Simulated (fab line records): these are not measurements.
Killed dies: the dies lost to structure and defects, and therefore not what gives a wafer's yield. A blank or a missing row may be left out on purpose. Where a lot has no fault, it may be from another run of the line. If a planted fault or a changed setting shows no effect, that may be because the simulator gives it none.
The tool behind it: which one? || flow sky130 || Sampling: 13 lots, 39 wafers, 6 of 708 route steps

## WHAT THE GAUGES SHOWED, per wafer
SKY_LDD_HVN_OVL_MEAS_07. Usual: for LDD_HVN_OVL the level is 0.2 nm and the standard deviation is 1.6.
{"lot": "L462", "measured": "day 20 09:00", "on": "overlay-01", "LDD_HVN_OVL (nm)": "0.5 1.7 1.0", "flag": ""}
{"lot": "L463", "measured": "day 20 23:29", "on": "overlay-01", "LDD_HVN_OVL (nm)": "1.0 -0.2 1.6", "flag": ""}
{"lot": "L464", "measured": "day 21 08:53", "on": "overlay-01", "LDD_HVN_OVL (nm)": "0.7 0.8 0.3", "flag": ""}
{"lot": "L465", "measured": "day 21 11:31", "on": "overlay-02", "LDD_HVN_OVL (nm)": "3.6 2.8 3.2", "flag": ""}
{"lot": "L466", "measured": "day 22 13:19", "on": "overlay-02", "LDD_HVN_OVL (nm)": "-2.4 -1.8 -1.5", "flag": ""}
{"lot": "L469", "measured": "day 23 14:16", "on": "overlay-02", "LDD_HVN_OVL (nm)": "0.0 -0.5 -2.5", "flag": ""}
{"lot": "L470", "measured": "day 23 16:31", "on": "overlay-02", "LDD_HVN_OVL (nm)": "- - -", "flag": "OFF"}
{"lot": "L471", "measured": "day 24 11:20", "on": "overlay-02", "LDD_HVN_OVL (nm)": "1.4 1.4 1.0", "flag": ""}
{"lot": "L480", "measured": "day 27 09:52", "on": "overlay-01", "LDD_HVN_OVL (nm)": "-1.3 0.4 -0.4", "flag": ""}
{"lot": "L481", "measured": "day 27 17:14", "on": "overlay-01", "LDD_HVN_OVL (nm)": "1.5 -2.3 0.5", "flag": ""}
{"lot": "L482", "measured": "day 27 20:08", "on": "overlay-02", "LDD_HVN_OVL (nm)": "1.3 -0.3 1.0", "flag": ""}
{"lot": "L483", "measured": "day 28 00:47", "on": "overlay-01", "LDD_HVN_OVL (nm)": "-1.1 0.3 0.7", "flag": ""}
{"lot": "L484", "measured": "day 28 10:34", "on": "overlay-02", "LDD_HVN_OVL (nm)": "2.4 1.5 -0.9", "flag": ""}

SKY_LDD_HVN_TW_MEAS_10. Usual: for LDD_HVN_TW the level is 1436 and the standard deviation is 8.3.
{"lot": "L462", "measured": "day 20 09:17", "on": "filmMetro-01", "LDD_HVN_TW": "1460 1451 1457", "flag": ""}
{"lot": "L463", "measured": "day 20 23:46", "on": "filmMetro-03", "LDD_HVN_TW": "1436 1440 1438", "flag": ""}
{"lot": "L464", "measured": "day 21 09:11", "on": "filmMetro-03", "LDD_HVN_TW": "1441 1439 1425", "flag": ""}
{"lot": "L465", "measured": "day 21 11:49", "on": "filmMetro-03", "LDD_HVN_TW": "1437 1442 1437", "flag": ""}
{"lot": "L466", "measured": "day 22 13:37", "on": "filmMetro-03", "LDD_HVN_TW": "1441 1442 1448", "flag": ""}
{"lot": "L469", "measured": "day 23 14:34", "on": "filmMetro-02", "LDD_HVN_TW": "1427 1432 1436", "flag": ""}
{"lot": "L470", "measured": "day 23 16:49", "on": "filmMetro-02", "LDD_HVN_TW": "30 30 30", "flag": "OFF"}
{"lot": "L471", "measured": "day 24 11:37", "on": "filmMetro-01", "LDD_HVN_TW": "1454 1454 1452", "flag": ""}
{"lot": "L480", "measured": "day 27 10:09", "on": "filmMetro-02", "LDD_HVN_TW": "1415 1428 1425", "flag": ""}
{"lot": "L481", "measured": "day 27 17:32", "on": "filmMetro-01", "LDD_HVN_TW": "1441 1439 1437", "flag": ""}
{"lot": "L482", "measured": "day 27 20:25", "on": "filmMetro-02", "LDD_HVN_TW": "1429 1427 1439", "flag": ""}
{"lot": "L483", "measured": "day 28 01:05", "on": "filmMetro-02", "LDD_HVN_TW": "1427 1431 1432", "flag": ""}
{"lot": "L484", "measured": "day 28 10:52", "on": "filmMetro-03", "LDD_HVN_TW": "1421 1430 1430", "flag": ""}

SKY_LDD_HVP_TW_MEAS_10. Usual: for LDD_HVP_TW the level is 455 and the standard deviation is 3.1.
{"lot": "L462", "measured": "day 21 16:19", "on": "filmMetro-01", "LDD_HVP_TW": "460 456 456", "flag": ""}
{"lot": "L463", "measured": "day 22 06:29", "on": "filmMetro-04", "LDD_HVP_TW": "452 452 452", "flag": ""}
{"lot": "L464", "measured": "day 22 15:54", "on": "filmMetro-01", "LDD_HVP_TW": "458 460 457", "flag": ""}
{"lot": "L465", "measured": "day 22 18:21", "on": "filmMetro-02", "LDD_HVP_TW": "454 453 452", "flag": ""}
{"lot": "L466", "measured": "day 23 20:22", "on": "filmMetro-04", "LDD_HVP_TW": "452 452 454", "flag": ""}
{"lot": "L469", "measured": "day 24 20:22", "on": "filmMetro-01", "LDD_HVP_TW": "459 461 461", "flag": ""}
{"lot": "L470", "measured": "day 24 23:19", "on": "filmMetro-04", "LDD_HVP_TW": "1439 1430 1436", "flag": "OFF"}
{"lot": "L471", "measured": "day 25 17:18", "on": "filmMetro-04", "LDD_HVP_TW": "450 451 450", "flag": ""}
{"lot": "L480", "measured": "day 28 15:00", "on": "filmMetro-01", "LDD_HVP_TW": "459 458 460", "flag": ""}
{"lot": "L481", "measured": "day 28 22:16", "on": "filmMetro-04", "LDD_HVP_TW": "453 453 455", "flag": ""}
{"lot": "L482", "measured": "day 29 00:36", "on": "filmMetro-04", "LDD_HVP_TW": "451 449 449", "flag": ""}
{"lot": "L483", "measured": "day 29 05:28", "on": "filmMetro-02", "LDD_HVP_TW": "459 458 458", "flag": ""}
{"lot": "L484", "measured": "day 29 15:22", "on": "filmMetro-01", "LDD_HVP_TW": "460 459 460", "flag": ""}

SKY_CONTACT_CD_MEAS_14: target cd 170 nm. Usual: 170.2 nm for cdNm, sd 1.7.
{"lot": "L462", "measured": "day 31 13:49", "on": "cdSem-01", "cdNm (nm)": "171.7 173.3 172.5", "flag": ""}
{"lot": "L463", "measured": "day 32 02:25", "on": "cdSem-01", "cdNm (nm)": "169.3 170.3 169.1", "flag": ""}
{"lot": "L464", "measured": "day 32 12:08", "on": "cdSem-01", "cdNm (nm)": "168.2 166.4 167.2", "flag": ""}
{"lot": "L465", "measured": "day 32 13:05", "on": "cdSem-02", "cdNm (nm)": "168.5 167.8 169.8", "flag": ""}
{"lot": "L466", "measured": "day 33 14:47", "on": "cdSem-01", "cdNm (nm)": "170.3 169.0 169.9", "flag": ""}
{"lot": "L469", "measured": "day 34 09:41", "on": "cdSem-01", "cdNm (nm)": "173.0 172.1 172.4", "flag": ""}
{"lot": "L470", "measured": "day 34 15:02", "on": "cdSem-01", "cdNm (nm)": "167.5 169.7 171.7", "flag": ""}
{"lot": "L471", "measured": "day 35 07:55", "on": "cdSem-01", "cdNm (nm)": "169.2 167.6 168.8", "flag": ""}
{"lot": "L480", "measured": "day 37 23:19", "on": "cdSem-02", "cdNm (nm)": "169.8 170.1 168.7", "flag": ""}
{"lot": "L481", "measured": "day 38 03:22", "on": "cdSem-01", "cdNm (nm)": "169.5 168.0 168.0", "flag": ""}
{"lot": "L482", "measured": "day 38 04:37", "on": "cdSem-02", "cdNm (nm)": "171.9 169.1 168.9", "flag": ""}
{"lot": "L483", "measured": "day 38 10:08", "on": "cdSem-02", "cdNm (nm)": "170.1 169.5 168.4", "flag": ""}
{"lot": "L484", "measured": "day 38 22:56", "on": "cdSem-01", "cdNm (nm)": "171.9 172.4 172.1", "flag": ""}

## EACH LOT AND THE TOOL THAT RAN IT (in order: tool; ch and the chambers of the sampled wafers; start)
{"lot": "L462", "SKY_LDD_HVN_EXPOSE_04": "ilineStepper-02 ch 0, day 19 17:26", "SKY_LI_CONTACT_CVD_21": "cvdW-01 ch 0,1, day 29 05:38"}
{"lot": "L463", "SKY_LDD_HVN_EXPOSE_04": "ilineStepper-01 ch 0, day 20 08:38", "SKY_LI_CONTACT_CVD_21": "cvdW-02 ch 0,1, day 29 17:46"}
{"lot": "L464", "SKY_LDD_HVN_EXPOSE_04": "ilineStepper-01 ch 0, day 20 17:47", "SKY_LI_CONTACT_CVD_21": "cvdW-01 ch 0,1, day 30 03:46"}
{"lot": "L465", "SKY_LDD_HVN_EXPOSE_04": "ilineStepper-02 ch 0, day 20 20:55", "SKY_LI_CONTACT_CVD_21": "cvdW-01 ch 0,1, day 30 04:53"}
{"lot": "L466", "SKY_LDD_HVN_EXPOSE_04": "ilineStepper-01 ch 0, day 21 22:16", "SKY_LI_CONTACT_CVD_21": "cvdW-01 ch 0, day 31 06:46"}
{"lot": "L469", "SKY_LDD_HVN_EXPOSE_04": "ilineStepper-01 ch 0, day 22 23:05", "SKY_LI_CONTACT_CVD_21": "cvdW-02 ch 0, day 32 02:46"}
{"lot": "L470", "SKY_LDD_HVN_EXPOSE_04": "ilineStepper-01 ch 0, day 23 01:35", "SKY_LI_CONTACT_CVD_21": "cvdW-01 ch 0,1, day 32 06:59"}
{"lot": "L471", "SKY_LDD_HVN_EXPOSE_04": "ilineStepper-02 ch 0, day 23 20:47", "SKY_LI_CONTACT_CVD_21": "cvdW-01 ch 0,1, day 32 23:18"}
{"lot": "L480", "SKY_LDD_HVN_EXPOSE_04": "ilineStepper-01 ch 0, day 26 19:53", "SKY_LI_CONTACT_CVD_21": "cvdW-02 ch 0,1, day 35 16:28"}
{"lot": "L481", "SKY_LDD_HVN_EXPOSE_04": "ilineStepper-02 ch 0, day 27 02:52", "SKY_LI_CONTACT_CVD_21": "cvdW-01 ch 0,1, day 35 21:02"}
{"lot": "L482", "SKY_LDD_HVN_EXPOSE_04": "ilineStepper-02 ch 0, day 27 06:07", "SKY_LI_CONTACT_CVD_21": "cvdW-02 ch 0,1, day 35 23:29"}
{"lot": "L483", "SKY_LDD_HVN_EXPOSE_04": "ilineStepper-01 ch 0, day 27 10:34", "SKY_LI_CONTACT_CVD_21": "cvdW-02 ch 0,1, day 36 04:09"}
{"lot": "L484", "SKY_LDD_HVN_EXPOSE_04": "ilineStepper-02 ch 0, day 27 20:45", "SKY_LI_CONTACT_CVD_21": "cvdW-01 ch 1, day 36 17:05"}
- SKY_LDD_HVN_EXPOSE_04: exposes mask HVNTM, target cd 700 nm.
- SKY_LI_CONTACT_CVD_21: deposits W, target thk 400 nm, time 120.56 s.

## AS READ BY THE TOOLS THEMSELVES (means over the sampled wafers that have a number; for cases with no such wafer, the mark the record gives instead)
SKY_LI_CONTACT_CVD_21. Usual: chamberPressureTorr 39.98 Torr, standard deviation 0.098; heaterPowerOuterW 557 W, standard deviation 52; heaterPowerW 934 W, standard deviation 91.
{"lot": "L462", "tool": "cvdW-01", "chamberPressureTorr (Torr)": 39.86, "heaterPowerOuterW (W)": 508, "heaterPowerW (W)": 857, "flag": ""}
{"lot": "L463", "tool": "cvdW-02", "chamberPressureTorr (Torr)": 39.94, "heaterPowerOuterW (W)": 610, "heaterPowerW (W)": 1032, "flag": ""}
{"lot": "L464", "tool": "cvdW-01", "chamberPressureTorr (Torr)": 40.00, "heaterPowerOuterW (W)": 518, "heaterPowerW (W)": 892, "flag": ""}
{"lot": "L465", "tool": "cvdW-01", "chamberPressureTorr (Torr)": 39.98, "heaterPowerOuterW (W)": 518, "heaterPowerW (W)": 897, "flag": ""}
{"lot": "L466", "tool": "cvdW-01", "chamberPressureTorr (Torr)": 39.91, "heaterPowerOuterW (W)": 497, "heaterPowerW (W)": 807, "flag": ""}
{"lot": "L469", "tool": "cvdW-02", "chamberPressureTorr (Torr)": 39.86, "heaterPowerOuterW (W)": 611, "heaterPowerW (W)": 953, "flag": ""}
{"lot": "L470", "tool": "cvdW-01", "chamberPressureTorr (Torr)": 39.97, "heaterPowerOuterW (W)": 511, "heaterPowerW (W)": 894, "flag": ""}
{"lot": "L471", "tool": "cvdW-01", "chamberPressureTorr (Torr)": 39.97, "heaterPowerOuterW (W)": 511, "heaterPowerW (W)": 903, "flag": ""}
{"lot": "L480", "tool": "cvdW-02", "chamberPressureTorr (Torr)": 39.97, "heaterPowerOuterW (W)": 613, "heaterPowerW (W)": 1029, "flag": ""}
{"lot": "L481", "tool": "cvdW-01", "chamberPressureTorr (Torr)": 39.97, "heaterPowerOuterW (W)": 510, "heaterPowerW (W)": 843, "flag": ""}
{"lot": "L482", "tool": "cvdW-02", "chamberPressureTorr (Torr)": 39.96, "heaterPowerOuterW (W)": 618, "heaterPowerW (W)": 1020, "flag": ""}
{"lot": "L483", "tool": "cvdW-02", "chamberPressureTorr (Torr)": 40.02, "heaterPowerOuterW (W)": 625, "heaterPowerW (W)": 1004, "flag": ""}
{"lot": "L484", "tool": "cvdW-01", "chamberPressureTorr (Torr)": 39.94, "heaterPowerOuterW (W)": 527, "heaterPowerW (W)": 940, "flag": ""}

## THE ANSWER, worked out from the rows above alone
Rule: lot off if the mean of its wafers having a number is beyond 3 standard deviations from the usual mean. Also off: a lot with no number at a reading for which 4 or more lots have one. Where the step has rows for the other lots, those lots are counted as sound. First the gauges in route order, then the tools' own readings, where a lot's mean is used as printed above. The first step at which some lot is off is used, and at that step the reading that is off furthest; a lot without a number counts as furthest.
Off: L470, at SKY_LDD_HVN_OVL_MEAS_07 (LDD_HVN_OVL). Without a number there: L470.
A tool fits if, at a process step before that reading, it ran every lot that is off, and no sound lot after the first of them. The gauges at SKY_LDD_HVN_OVL_MEAS_07 aren't tried: what is off there is off at SKY_LDD_HVN_TW_MEAS_10 too, on other tools, and a gauge's error can't cause that. Not one of the candidates tried fits.

## WHAT THE SIMULATOR PUT IN
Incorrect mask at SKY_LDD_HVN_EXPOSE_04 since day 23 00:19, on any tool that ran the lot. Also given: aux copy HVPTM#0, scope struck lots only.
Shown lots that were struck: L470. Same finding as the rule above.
